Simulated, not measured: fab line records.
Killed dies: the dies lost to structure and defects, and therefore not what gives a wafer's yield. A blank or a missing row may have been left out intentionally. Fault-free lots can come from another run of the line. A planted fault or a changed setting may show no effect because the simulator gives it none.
fab line records    flow sky130
[record] lots = 6  wafers = 18  lastDay = 50
route steps=708 shown CONTACT@411 PAD_OPEN@708
lots with no fault: from the same line, run without faults
startH: the number of hours between the record's first day and the start of the first shown wafer of the lot    waitH: hours since the lot's step before    " repeats the value in the row above    L1.1+2: a row that stands for several wafers    - no value, or no start was given    * or withheld: withheld    < > ~ a bound
route shown NAME@n: NAME is a module with steps in the file, n the number in the route of the first one    usual: average and standard deviation across the fault-free wafers    same: alike in all rows    chamber/n: place in a boat    sites: the reading at each site    _std_site: the standard deviation of these    _edge_site: inner sites' mean taken away from outer sites' mean    radiusMm: for every site, how far away it sits from the centre of the wafer    mask NAME#n: copy n    behind: the most recent tool/chamber to have shaped the wafer    hold: the reason the lot was held/the length of the hold in hours/how it ended    device: whichever transistor did not switch (one of n, p or np)    end of line: at the end of the route, the tests of the same wafers    a step without rows: its recipe alone    killed: dies lost to structure and defects at the first sort, not the wafer's yield    map: dies across one wafer; x = killed, . = not, _ = none there
set.NAME: the setting the step ran with; set.NAME@STEP: the setting that earlier step ran with    model.NAME: the simulator's own value behind a step, which no gauge read
lots seen at some steps along the route; tables by step, rows by wafer
services: from which hour (startH, from the record's first day; less than 0 if before it) a tool's chamber was out of use, for how many hours, and why
[[steps]]
[step SKY_CONTACT_BOW_MEAS_05]
[recipe] mode = bow
[usual] CONTACT_BOW = 81/6.9
lot.wafer  tool          chamber  startH  waitH  CONTACT_BOW[um]
L572.2     filmMetro-03  -        755.89  0.1    90
L572.4     "             -        "       "      78
L572.6     "             -        "       "      74
L573.2     filmMetro-04  -        759.20  0.3    81
L573.3     "             -        "       "      71
L573.5     "             -        "       "      80
L580.1     filmMetro-04  -        805.05  0.1    67
L580.4     "             -        "       "      64
L580.6     "             -        "       "      81
L585.1     filmMetro-03  -        842.50  0.1    90
L585.2     "             -        "       "      84
L585.6     "             -        "       "      86
L586.1     filmMetro-03  -        847.70  0.1    73
L586.5     "             -        "       "      69
L586.6     "             -        "       "      78
L590.1     filmMetro-04  -        880.03  0.2    78
L590.2     "             -        "       "      79
L590.6     "             -        "       "      87
[step SKY_CONTACT_DEHYDRATE_06]
[recipe] tempC = 200  timeS = 60
[step SKY_CONTACT_HMDS_07]
[recipe] primeTimeS = 60  primeTempC = 120
[step SKY_CONTACT_COAT_08]
[recipe] resist = BARC  tempC = withheld  timeS = withheld  spinRpm = 3000  resistThkNm = 60
[step SKY_CONTACT_COAT_09]
[recipe] resist = KrF-thick  spinRpm = 3000  resistThkNm = 450
[step SKY_CONTACT_SOFTBAKE_10]
[recipe] tempC = 100  timeS = 90  resist = KrF-thick
[step SKY_CONTACT_EXPOSE_11]
[recipe] maskId = CTM1  na = 0.8  sourceShape = annular  sigmaInner = 0.55  sigmaOuter = 0.85  targetCdNm = 170  doseMj = 38
[step SKY_CONTACT_PEB_12]
[recipe] pebTempC = withheld  pebTimeS = withheld  resist = KrF-thick
[step SKY_CONTACT_DEVELOP_13]
[recipe] developTimeS = 60  resist = KrF-thick  devTempC = 21
[step SKY_CONTACT_CD_MEAS_14]
[recipe] targetCdNm = 170
[usual] cdNm = 169.7/1.8
lot.wafer  tool      chamber  startH  waitH  cdNm
L572.2     cdSem-02  -        784.09  -      168.5
L572.4     "         -        "       "      169.1
L572.6     "         -        "       "      169.3
L573.2     cdSem-01  -        787.23  -      170.1
L573.3     "         -        "       "      169.8
L573.5     "         -        "       "      169.5
L580.1     cdSem-02  -        832.18  -      173.1
L580.4     "         -        "       "      172.2
L580.6     "         -        "       "      172.8
L585.1     cdSem-01  -        869.47  -      171.0
L585.2     "         -        "       "      171.6
L585.6     "         -        "       "      171.8
L586.1     cdSem-02  -        873.87  -      168.1
L586.5     "         -        "       "      168.6
L586.6     "         -        "       "      169.0
L590.1     cdSem-01  -        905.98  -      165.3
L590.2     "         -        "       "      165.8
L590.6     "         -        "       "      165.1
[step SKY_CONTACT_OVL_MEAS_15]
[usual] CONTACT_OVL = -3/5
lot.wafer  tool        chamber  startH  waitH  CONTACT_OVL[nm]
L572.2     overlay-01  -        784.20  0.1    -9
L572.4     "           -        "       "      -11
L572.6     "           -        "       "      -11
L573.2     overlay-02  -        787.34  0.1    7
L573.3     "           -        "       "      8
L573.5     "           -        "       "      1
L580.1     overlay-01  -        832.30  0.1    2
L580.4     "           -        "       "      3
L580.6     "           -        "       "      3
L585.1     overlay-01  -        869.59  0.1    0
L585.2     "           -        "       "      1
L585.6     "           -        "       "      -8
L586.1     overlay-01  -        873.99  0.1    -1
L586.5     "           -        "       "      0
L586.6     "           -        "       "      1
L590.1     overlay-02  -        906.10  0.1    -7
L590.2     "           -        "       "      -9
L590.6     "           -        "       "      -8
[step SKY_CONTACT_ETCH_16]
[recipe] chemistry = N2/H2  target = BARC  ionEnergyEv = 200  sourceW = 500  biasW = 100  pressureMtorr = 30  n2FlowSccm = 100  h2FlowSccm = 200  stopOn = SiO2  timeS = 45.9  targetDepthA = 600
[usual] biasW = 100.0/0.31  chamberPressureMTorr = 30.002/0.027  drypumpMotorCurrentA = 5.8/0.34  oesProductAu = 0.855/0.0043  throttleValvePct = 13.225/0.009
lot.wafer  tool        chamber  startH  waitH  biasW  chamberPressureMTorr  drypumpMotorCurrentA  oesProductAu  rfHoursCounterH  throttleValvePct
L572.2     rieDiel-01  1        784.23  0.0    99.9   30.021                6.3                   0.854         12               13.218
L572.4     "           2        "       "      100.3  30.028                5.9                   0.854         12               13.196
L572.6     "           3        "       "      100.4  30.032                5.9                   0.853         -                13.231
L573.2     rieDiel-03  0        787.37  0.0    99.9   30.039                5.9                   0.861         19               13.234
L573.3     "           3        "       "      99.6   29.972                5.7                   0.852         0                13.214
L573.5     "           0        "       "      99.7   30.014                5.9                   0.855         -                13.214
L580.1     rieDiel-01  2        832.33  0.0    100.2  30.015                5.9                   0.850         14               13.227
L580.4     "           0        "       "      100.2  29.987                5.8                   0.858         0                13.210
L580.6     "           1        "       "      100.3  29.993                6.3                   0.855         -                13.246
L585.1     rieDiel-01  2        869.62  0.0    100.1  29.981                5.9                   0.848         15               13.221
L585.2     "           3        "       "      99.8   30.031                5.9                   0.862         7                13.229
L585.6     "           2        "       "      99.9   29.959                5.9                   0.860         -                13.229
L586.1     rieDiel-03  3        874.02  0.0    99.9   29.971                5.7                   0.858         2                13.220
L586.5     "           3        "       "      100.2  30.007                5.7                   0.853         -                13.239
L586.6     "           2        "       "      99.9   30.028                5.9                   0.857         -                13.214
L590.1     rieDiel-02  2        906.13  0.0    100.0  30.012                5.9                   0.844         17               13.225
L590.2     "           0        "       "      99.6   29.974                5.3                   0.849         20               13.228
L590.6     "           1        "       "      100.6  30.017                5.0                   0.858         -                13.233
[step SKY_CONTACT_ETCH_17]
[recipe] target = SiO2  chemistry = C4F8/O2/Ar  stopOn = Si3N4  maskMaterial = KrF-thick  sourceW = 1500  biasW = 1200  pressureMtorr = 40  c4f8FlowSccm = withheld  O2_flow_sccm = 6  Ar_flow_sccm = 300  timeS = withheld  targetDepthA = 3400
[usual] biasW = 1200/3.5  chamberPressureMTorr = 40.00/0.035  oesProductAu = 0.892/0.0047
lot.wafer  tool        chamber  startH  waitH  biasW  chamberPressureMTorr  oesProductAu  model.KrF-thick_of_CONTACT_COAT_09.thkNm
L572.2     rieDiel-01  1        784.27  0.0    1197   40.08                 0.901         326.8
L572.4     "           2        "       "      1196   40.04                 0.893         328.1
L572.6     "           3        "       "      1198   40.05                 0.894         329.1
L573.2     rieDiel-03  0        787.41  0.0    1200   40.06                 0.898         329.8
L573.3     "           3        "       "      1200   39.99                 0.890         328.3
L573.5     "           0        "       "      1201   40.05                 0.899         331
L580.1     rieDiel-01  2        832.37  0.0    1203   40.06                 0.896         327.5
L580.4     "           0        "       "      1199   39.98                 0.892         329.4
L580.6     "           1        "       "      1202   40.00                 0.895         329.2
L585.1     rieDiel-01  2        869.66  0.0    -      -                     -             391.7
L585.2     "           3        "       "      -      -                     -             390.2
L585.6     "           2        "       "      -      -                     -             391.5
L586.1     rieDiel-03  3        874.06  0.0    -      -                     -             393.9
L586.5     "           3        "       "      -      -                     -             392.7
L586.6     "           2        "       "      -      -                     -             394.5
L590.1     rieDiel-02  2        906.17  0.0    1196   40.03                 0.891         324.7
L590.2     "           0        "       "      1201   40.01                 0.887         326.6
L590.6     "           1        "       "      1200   40.03                 0.895         326.7
[step SKY_CONTACT_ETCH_18]
[recipe] target = Si3N4  chemistry = CHF3/O2  stopOn = TiN  sourceW = 600  biasW = 200  pressureMtorr = 40  chf3FlowSccm = 50  O2_flow_sccm = 5  timeS = 39  targetDepthA = 750
[usual] O2_flow_sccm = 4.998/0.016  biasW = 200.0/0.59  drypumpMotorCurrentA = 5.8/0.34  oesProductAu = 0.854/0.0075  throttleValvePct = 8.793/0.0095
lot.wafer  tool        chamber  startH  waitH  O2_flow_sccm  biasW  drypumpMotorCurrentA  oesProductAu  rfHoursCounterH  throttleValvePct  model.KrF-thick_of_CONTACT_COAT_09.thkNm
L572.2     rieDiel-01  1        -       -      4.987         200.3  6.3                   0.849         12               8.783             242
L572.4     "           2        "       "      4.991         200.4  5.9                   0.850         12               8.785             243.5
L572.6     "           3        "       "      4.996         201.2  5.9                   0.862         -                8.774             245.7
L573.2     rieDiel-03  0        -       -      4.996         200.4  5.9                   0.846         19               8.800             247.5
L573.3     "           3        "       "      4.982         199.9  5.7                   0.848         0                8.792             244.1
L573.5     "           0        "       "      4.983         200.3  5.9                   0.861         -                8.811             248.5
L580.1     rieDiel-01  2        -       -      4.998         200.5  5.9                   0.851         14               8.792             242.1
L580.4     "           0        "       "      4.972         200.2  5.8                   0.861         0                8.795             245.4
L580.6     "           1        "       "      5.008         199.7  6.2                   0.860         -                8.794             243.6
L585.1     rieDiel-01  2        -       -      5.035         199.6  5.9                   0.376         15               8.673             305.1
L585.2     "           3        "       "      4.973         200.7  5.9                   0.371         7                8.669             303.8
L585.6     "           2        "       "      5.027         198.9  5.9                   0.375         -                8.676             306.2
L586.1     rieDiel-03  3        -       -      4.999         199.7  5.7                   0.374         2                8.667             307.5
L586.5     "           3        "       "      5.000         200.4  5.7                   0.376         -                8.671             306.1
L586.6     "           2        "       "      4.998         199.2  5.9                   0.372         -                8.663             310.5
L590.1     rieDiel-02  2        -       -      4.990         200.7  5.9                   0.857         17               8.788             238.5
L590.2     "           0        "       "      5.006         200.2  5.2                   0.850         20               8.786             240.1
L590.6     "           1        "       "      5.000         200.3  5.0                   0.848         -                8.801             241.6
[step SKY_CONTACT_STRIP_19]
[recipe] chemistry = O2/N2  powerW = 1400  pressureMtorr = 1500  platenTempC = withheld  o2FlowSccm = 3000  n2FlowSccm = 300  overashFraction = 0.5
[usual] drypumpMotorCurrentA = 5.8/0.47  oesProductAu = 0.381/0.0049  stripTimeToEndpointS = 3.61/0.031
lot.wafer  tool            chamber  startH  waitH  drypumpMotorCurrentA  oesProductAu  rfHoursCounterH  stripTimeToEndpointS
L572.2     plasmaAsher-02  1        784.36  -      5.2                   0.375         96               3.62
L572.4     "               0        "       "      5.4                   0.376         -                3.63
L572.6     "               0        "       "      5.4                   0.378         -                3.65
L573.2     plasmaAsher-03  0        787.50  -      5.4                   0.379         34               3.66
L573.3     "               1        "       "      6.2                   0.382         -                3.64
L573.5     "               0        "       "      5.4                   0.383         -                3.67
L580.1     plasmaAsher-02  1        832.46  -      5.2                   0.375         101              3.62
L580.4     "               0        "       "      5.5                   0.379         -                3.64
L580.6     "               0        "       "      5.5                   0.376         -                3.62
L585.1     plasmaAsher-02  0        869.75  -      5.5                   0.413         105              4.27
L585.2     "               1        "       "      5.2                   0.408         105              4.26
L585.6     "               1        "       "      5.1                   0.409         -                4.28
L586.1     plasmaAsher-04  1        874.15  -      6.1                   0.409         12               4.30
L586.5     "               0        "       "      6.4                   0.416         -                4.28
L586.6     "               1        "       "      6.1                   0.419         -                4.33
L590.1     plasmaAsher-04  0        906.26  -      6.4                   0.375         15               3.56
L590.2     "               1        "       "      6.1                   0.376         15               3.58
L590.6     "               1        "       "      6.1                   0.379         -                3.61
[step SKY_CONTACT_STRIP_20]
[recipe] chemistry = postEtchResidueRemover  timeS = 1200  tempC = 72.5
[step SKY_PAD_OPEN_PROBE_99]
[usual] killed_at_M0_to_M3 = 44/7.2  killed_at_M4_up = 2.9/1.8  killedAtContacts = 24/5.2  killedAtFrontEnd = 15/4  killedAtOther = 0.2/0.49  killedDies = 85/9.1  killedOnRim = 17/3.7  killedOpen = 47/6.8  killedShort = 38/5.7
[same] grossDies = 492  killedAtBackSide = 0
lot.wafer  tool       chamber  startH   waitH  killed_at_M0_to_M3  killed_at_M4_up  killedAtContacts  killedAtFrontEnd  killedAtOther  killedDies  killedOnRim  killedOpen  killedShort
L572.2     prober-02  -        1123.85  0.1    46                  4                24                9                 0              83          14           49          34
L572.4     prober-02  -        1123.95  0.2    45                  2                31                15                0              93          18           49          44
L572.6     prober-02  -        1124.05  0.2    39                  2                21                19                0              81          16           40          41
L573.2     prober-01  -        1124.19  0.1    37                  2                25                12                0              76          16           46          30
L573.3     prober-01  -        1124.24  0.2    44                  4                20                21                0              89          18           46          43
L573.5     prober-01  -        1124.34  0.2    46                  1                26                14                0              87          15           55          32
L580.1     prober-02  -        1156.84  0.1    42                  0                16                12                0              70          16           42          28
L580.4     prober-02  -        1156.99  0.2    33                  5                26                16                0              80          15           42          38
L580.6     prober-02  -        1157.09  0.2    44                  3                17                10                0              74          15           42          32
L585.1     prober-01  -        1184.18  0.1    44                  1                428               18                1              492         96           43          36
L585.2     prober-01  -        1184.23  0.1    40                  5                427               20                0              492         96           45          39
L585.6     prober-01  -        1184.43  0.2    47                  1                427               17                0              492         96           51          41
L586.1     prober-02  -        1186.57  0.1    45                  1                434               12                0              492         96           53          37
L586.5     prober-02  -        1186.77  0.2    39                  4                427               22                0              492         96           53          41
L586.6     prober-02  -        1186.82  0.2    48                  2                432               10                0              492         96           54          27
L590.1     prober-02  -        1205.45  0.1    34                  5                16                10                0              65          12           36          29
L590.2     prober-02  -        1205.50  0.1    49                  1                24                7                 0              81          16           48          33
L590.6     prober-02  -        1205.70  0.2    45                  1                20                10                0              76          11           38          38
// killed by level:class
L572.2 VIA1:geometricParticle:open=12 LI_CONTACT:geometricParticle:open=8 VIA2:geometricParticle:open=8 CONTACT:geometricParticle:open=7 METAL1:geometricParticle:short=6 VIA3:geometricParticle:open=5 LOCAL_INTERCONNECT:geometricParticle:short=4 VIA1:geometricParticle:short=4
L572.4 CONTACT:geometricParticle:open=15 VIA1:geometricParticle:open=7 VIA2:geometricParticle:open=7 CONTACT:geometricParticle:short=6 METAL1:geometricParticle:short=6 VIA3:geometricParticle:open=6 LOCAL_INTERCONNECT:geometricParticle:short=5 VIA1:geometricParticle:short=5
L572.6 CONTACT:geometricParticle:open=8 VIA1:geometricParticle:open=8 FIELD_ISO:geometricParticle:short=7 VIA1:geometricParticle:short=6 VIA3:geometricParticle:open=6 POLY_GATE:geometricParticle:short=5 METAL1:geometricParticle:short=5 LI_CONTACT:geometricParticle:open=4
L573.2 CONTACT:geometricParticle:open=12 VIA1:geometricParticle:open=7 LI_CONTACT:geometricParticle:open=6 CONTACT:geometricParticle:short=5 METAL1:geometricParticle:short=5 POLY_GATE:geometricParticle:short=4 VIA3:geometricParticle:open=4 FIELD_ISO:geometricParticle:open=3
L573.3 VIA1:geometricParticle:open=11 CONTACT:geometricParticle:open=9 VIA2:geometricParticle:open=7 POLY_GATE:geometricParticle:short=6 FIELD_ISO:geometricParticle:short=5 VIA3:geometricParticle:open=5 VIA1:geometricParticle:short=5 FIELD_ISO:geometricParticle:open=4
L573.5 CONTACT:geometricParticle:open=17 VIA1:geometricParticle:open=13 VIA1:geometricParticle:short=8 VIA2:geometricParticle:open=7 METAL1:geometricParticle:short=5 POLY_GATE:geometricParticle:open=4 LI_CONTACT:geometricParticle:open=4 METAL2:geometricParticle:short=4
L580.1 VIA1:geometricParticle:open=15 CONTACT:geometricParticle:open=9 METAL1:geometricParticle:short=6 VIA1:geometricParticle:short=6 POLY_GATE:geometricParticle:short=5 METAL2:geometricParticle:short=5 VIA3:geometricParticle:open=5 FIELD_ISO:geometricParticle:open=3
L580.4 LI_CONTACT:geometricParticle:open=11 VIA3:geometricParticle:open=7 VIA1:geometricParticle:open=6 CONTACT:geometricParticle:open=5 METAL1:geometricParticle:short=5 METAL4:geometricParticle:short=4 LI_CONTACT:geometricParticle:short=4 VIA1:geometricParticle:short=4
L580.6 CONTACT:geometricParticle:open=8 VIA1:geometricParticle:open=8 VIA1:geometricParticle:short=7 VIA2:geometricParticle:open=5 LI_CONTACT:geometricParticle:open=4 METAL1:geometricParticle:short=4 METAL2:geometricParticle:short=4 VIA3:geometricParticle:open=4
L585.1 CONTACT:areaEtch=413 VIA3:geometricParticle:open=10 VIA2:geometricParticle:open=9 CONTACT:geometricParticle:open=7 METAL1:geometricParticle:short=6 VIA1:geometricParticle:short=5 VIA3:geometricParticle:short=5 POLY_GATE:geometricParticle:short=4
L585.2 CONTACT:areaEtch=408 CONTACT:geometricParticle:open=8 FIELD_ISO:geometricParticle:open=6 VIA1:geometricParticle:open=6 METAL2:geometricParticle:short=6 METAL1:geometricParticle:short=5 SPACER:geometricParticle:open=4 LI_CONTACT:geometricParticle:open=4
L585.6 CONTACT:areaEtch=400 VIA1:geometricParticle:open=12 CONTACT:geometricParticle:open=7 VIA2:geometricParticle:open=7 POLY_GATE:geometricParticle:open=6 LOCAL_INTERCONNECT:geometricParticle:short=6 CONTACT:geometricParticle:short=6 METAL1:geometricParticle:short=6
L586.1 CONTACT:areaEtch=402 CONTACT:geometricParticle:open=14 VIA1:geometricParticle:open=11 LI_CONTACT:geometricParticle:open=9 METAL2:geometricParticle:short=9 FIELD_ISO:geometricParticle:open=6 VIA2:geometricParticle:open=5 LI_CONTACT:geometricParticle:short=4
L586.5 CONTACT:areaEtch=398 CONTACT:geometricParticle:open=10 VIA1:geometricParticle:short=10 VIA1:geometricParticle:open=10 LI_CONTACT:geometricParticle:open=8 VIA2:geometricParticle:open=8 FIELD_ISO:geometricParticle:short=6 FIELD_ISO:geometricParticle:open=5
L586.6 CONTACT:areaEtch=411 VIA3:geometricParticle:open=12 CONTACT:geometricParticle:open=10 VIA1:geometricParticle:open=7 VIA2:geometricParticle:open=7 VIA3:geometricParticle:short=5 METAL2:geometricParticle:short=4 LI_CONTACT:geometricParticle:open=4
L590.1 VIA1:geometricParticle:open=10 VIA3:geometricParticle:open=7 CONTACT:geometricParticle:open=6 VIA1:geometricParticle:short=6 LOCAL_INTERCONNECT:geometricParticle:short=5 VIA2:geometricParticle:open=4 FIELD_ISO:geometricParticle:short=3 FIELD_ISO:geometricParticle:open=3
L590.2 VIA3:geometricParticle:open=10 VIA1:geometricParticle:open=10 CONTACT:geometricParticle:open=9 LOCAL_INTERCONNECT:geometricParticle:short=5 METAL2:geometricParticle:short=5 METAL1:geometricParticle:short=5 POLY_GATE:geometricParticle:open=4 LI_CONTACT:geometricParticle:open=4
L590.6 VIA1:geometricParticle:open=12 LI_CONTACT:geometricParticle:short=6 VIA3:geometricParticle:open=6 CONTACT:geometricParticle:open=5 VIA1:geometricParticle:short=5 METAL2:geometricParticle:short=5 VIA2:geometricParticle:open=5 METAL3:geometricParticle:short=5
// map L585.1 (x killed, . not)
__________xxxxxxxxxx_________
________xxxxxxxxxxxxxx_______
______xxxxxxxxxxxxxxxxxx_____
_____xxxxxxxxxxxxxxxxxxxx____
____xxxxxxxxxxxxxxxxxxxxxx___
___xxxxxxxxxxxxxxxxxxxxxxxx__
__xxxxxxxxxxxxxxxxxxxxxxxxxx_
_xxxxxxxxxxxxxxxxxxxxxxxxxxxx
_xxxxxxxxxxxxxxxxxxxxxxxxxxxx
_xxxxxxxxxxxxxxxxxxxxxxxxxxxx
_xxxxxxxxxxxxxxxxxxxxxxxxxxxx
_xxxxxxxxxxxxxxxxxxxxxxxxxxxx
_xxxxxxxxxxxxxxxxxxxxxxxxxxxx
_xxxxxxxxxxxxxxxxxxxxxxxxxxxx
_xxxxxxxxxxxxxxxxxxxxxxxxxxxx
__xxxxxxxxxxxxxxxxxxxxxxxxxx_
___xxxxxxxxxxxxxxxxxxxxxxxx__
____xxxxxxxxxxxxxxxxxxxxxx___
_____xxxxxxxxxxxxxxxxxxxx____
______xxxxxxxxxxxxxxxxxx_____
________xxxxxxxxxxxxxx_______
__________xxxxxxxxxx_________
// map L586.1 (x killed, . not)
__________xxxxxxxxxx_________
________xxxxxxxxxxxxxx_______
______xxxxxxxxxxxxxxxxxx_____
_____xxxxxxxxxxxxxxxxxxxx____
____xxxxxxxxxxxxxxxxxxxxxx___
___xxxxxxxxxxxxxxxxxxxxxxxx__
__xxxxxxxxxxxxxxxxxxxxxxxxxx_
_xxxxxxxxxxxxxxxxxxxxxxxxxxxx
_xxxxxxxxxxxxxxxxxxxxxxxxxxxx
_xxxxxxxxxxxxxxxxxxxxxxxxxxxx
_xxxxxxxxxxxxxxxxxxxxxxxxxxxx
_xxxxxxxxxxxxxxxxxxxxxxxxxxxx
_xxxxxxxxxxxxxxxxxxxxxxxxxxxx
_xxxxxxxxxxxxxxxxxxxxxxxxxxxx
_xxxxxxxxxxxxxxxxxxxxxxxxxxxx
__xxxxxxxxxxxxxxxxxxxxxxxxxx_
___xxxxxxxxxxxxxxxxxxxxxxxx__
____xxxxxxxxxxxxxxxxxxxxxx___
_____xxxxxxxxxxxxxxxxxxxx____
______xxxxxxxxxxxxxxxxxx_____
________xxxxxxxxxxxxxx_______
__________xxxxxxxxxx_________
[[services]]
tool            chamber  startH  hours  kind
rieDiel-03      3        761.12  -      clean
rieDiel-03      3        761.12  23.1   scheduledDown
rieDiel-03      3        761.12  23.1   ventCycle
plasmaAsher-04  -        776.10  7.5    repair
rieDiel-01      1        779.37  3.6    repair
rieDiel-02      2        783.51  3.7    repair
plasmaAsher-03  -        788.62  0.7    repair
plasmaAsher-03  -        792.67  2.2    repair
rieDiel-01      0        798.06  -      clean
rieDiel-01      0        798.06  29.5   scheduledDown
rieDiel-01      0        798.06  29.5   ventCycle
plasmaAsher-04  -        802.42  2.7    pm
rieDiel-02      2        802.92  45.2   repair
rieDiel-01      2        834.36  16.5   repair
plasmaAsher-04  -        835.15  0.3    repair
rieDiel-03      -        839.53  4.9    repair
plasmaAsher-03  -        846.60  2.8    pm
rieDiel-03      3        858.05  14.4   repair
rieDiel-01      0        864.29  14.0   repair
[[key]]
[firstSign] step = SKY_CONTACT_ETCH_17  reading = toolRecord  direction = missing
[effect] step = SKY_CONTACT_ETCH_18  reading = oesProductAu  direction = down  sigmas = 64  usual = 0.854  struck = 0.374
[effect] step = SKY_CONTACT_STRIP_19  reading = stripTimeToEndpointS  direction = up  sigmas = 22  usual = *  struck = *
[effect] step = SKY_PAD_OPEN_PROBE_99  reading = killedAtContacts  direction = up  sigmas = 77  usual = 24  struck = 429
[modelEffect] step = SKY_CONTACT_ETCH_17  value = KrF-thick_of_CONTACT_COAT_09.thkNm  without = 326.4  struck = 392.4
[modelEffect] step = SKY_CONTACT_ETCH_18  value = KrF-thick_of_CONTACT_COAT_09.thkNm  without = 240.5  struck = 306.5
[moreKillsBornAt] SKY_CONTACT_ETCH_17@rieDiel-01 = 1221  SKY_CONTACT_ETCH_17@rieDiel-03 = 1211
metAt SKY_CONTACT_ETCH_17
struckWafers L585.1,L585.2,L585.6,L586.1,L586.5,L586.6
laterRowsLeftOut L585.1,L585.2,L585.6,L586.1,L586.5,L586.6
testerLeftOut L585,L586
onsetBetween 832.37 869.66
[fault] kind = skippedStepWhole  tool = rieDiel-01,rieDiel-03  chamber = -  onsetH = 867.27  steps = SKY_CONTACT_ETCH_17  scope = struckLotsOnly
// testerLeftOut: of these lots the tester's yield and bins aren't shown, on N5 and GAA mostly nor the transistor test; their killed dies are dies lost to structure and defects alone, not to doping, threshold or leakage, so they don't give the yield
// laterRowsLeftOut: the simulator's readings of these wafers behind a module that went badly wrong aren't trusted and aren't shown, but for the sort
